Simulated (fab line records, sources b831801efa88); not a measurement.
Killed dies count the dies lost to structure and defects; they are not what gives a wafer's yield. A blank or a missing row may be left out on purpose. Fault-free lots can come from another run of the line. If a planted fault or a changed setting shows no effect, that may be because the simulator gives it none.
Split-lot trial ; flow sky130 ; on a route of 708 steps: 5 lots, 23 wafers read

THE SPLIT
At SKY_DNWELL_COAT_02 (resist thk 3000 nm), the setting resistThkNm was moved away from the recipe's 3000 nm on 9 of the 23 wafers read, by -4.6% to +4.9%. All remaining wafers had this setting at the recipe value.

Reading taken at the split's own step.

THE READING
coat_of_DNWELL_COAT_02.thkNm (the simulator's own value, which no gauge read), in nm, at SKY_DNWELL_COAT_02 (resist thk 3000 nm). No usual value for it is given in the file. The 14 wafers here that ran the recipe average 3003 nm, standard deviation 7.5 nm.

wafer;tool, chamber at the split;resistThkNm as run, nm;against the recipe;coat_of_DNWELL_COAT_02.thkNm, nm;against lot-mates on the recipe
L077.1;lithoTrack-01, 0;3000;recipe;2996;-
L077.4;lithoTrack-01, 0;3000;recipe;3009;-
L077.6;lithoTrack-01, 0;3000;recipe;2999;-
L078.1;lithoTrack-02, 0;3000;recipe;3002;-
L078.2;lithoTrack-02, 0;3000;recipe;2994;-
L078.4;lithoTrack-02, 0;2933;-2.2%;2939;-62
L078.5;lithoTrack-02, 0;3000;recipe;3008;-
L078.6;lithoTrack-02, 0;2933;-2.2%;2942;-59
L081.1;lithoTrack-04, 0;3000;recipe;3004;-
L081.2;lithoTrack-04, 0;3000;recipe;3016;-
L081.3;lithoTrack-04, 0;2862;-4.6%;2878;-132
L081.4;lithoTrack-04, 0;2862;-4.6%;2872;-138
L081.5;lithoTrack-04, 0;3000;recipe;3010;-
L082.2;lithoTrack-02, 0;3148;+4.9%;3160;+154
L082.4;lithoTrack-02, 0;3148;+4.9%;3160;+154
L082.3;lithoTrack-02, 0;3000;recipe;3008;-
L082.5;lithoTrack-02, 0;3000;recipe;3007;-
L082.6;lithoTrack-02, 0;3000;recipe;3003;-
L083.1;lithoTrack-01, 0;2925;-2.5%;2918;-72
L083.3;lithoTrack-01, 0;2925;-2.5%;2919;-72
L083.4;lithoTrack-01, 0;3000;recipe;2988;-
L083.5;lithoTrack-01, 0;3000;recipe;2993;-
L083.6;lithoTrack-01, 0;2925;-2.5%;2911;-80

THE FIT
A straight line over all 23 wafers: coat_of_DNWELL_COAT_02.thkNm changes by +30.6 nm for each +1% of resistThkNm; r = +0.99; the points scatter about the line by 8.8 nm.
The same after taking each lot's own level away (the mean of its wafers on the recipe; 23 wafers): +30.1 nm for each +1%; r = +1.00; scatter 4.7 nm.
On that fit, the largest move of resistThkNm shifts the reading by 1.5e+02 nm.
The lots' own levels span 2990.5 to 3010.0 nm, that is 2.6 times the standard deviation above.
Hence the lot-to-lot level has little effect on the slope; both slopes agree.
Check: with one of the wafers moved furthest among these (+4.9%) left out of the fit, the line predicts +148 nm for it against its lot-mates. It came out at +154 nm against them.

OTHER SPLITS ON THESE WAFERS
Other splits were also applied to these wafers ahead of the reading. Each is held against what the fit with the lots' levels taken away leaves over:
other split on the same wafers;wafers away from the commonest value;r with coat_of_DNWELL_COAT_02.thkNm (lot level and that fit taken away)
SKY_FIELD_ISO_CVD_03 tempC;18;-0.16
SKY_FIELD_ISO_DEVELOP_12 developTimeS;8;+0.14

THE WHOLE CHAIN: every reading that the file lists as answering this split, in the file's order
step;what it does;reading;change (the file's fit);r (the file's)
SKY_DNWELL_COAT_02;resist thk 3000 nm;coat_of_DNWELL_COAT_02.thkNm (the simulator's own value, which no gauge read);+30 nm for each +1% of the setting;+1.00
SKY_DNWELL_STRIP_08;strips in O2/N2;stripTimeToEndpointS;withheld for each +1% of the setting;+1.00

FILE'S OWN FIT
coat_of_DNWELL_COAT_02.thkNm changes by +30 nm for each +1% of resistThkNm, r = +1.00.
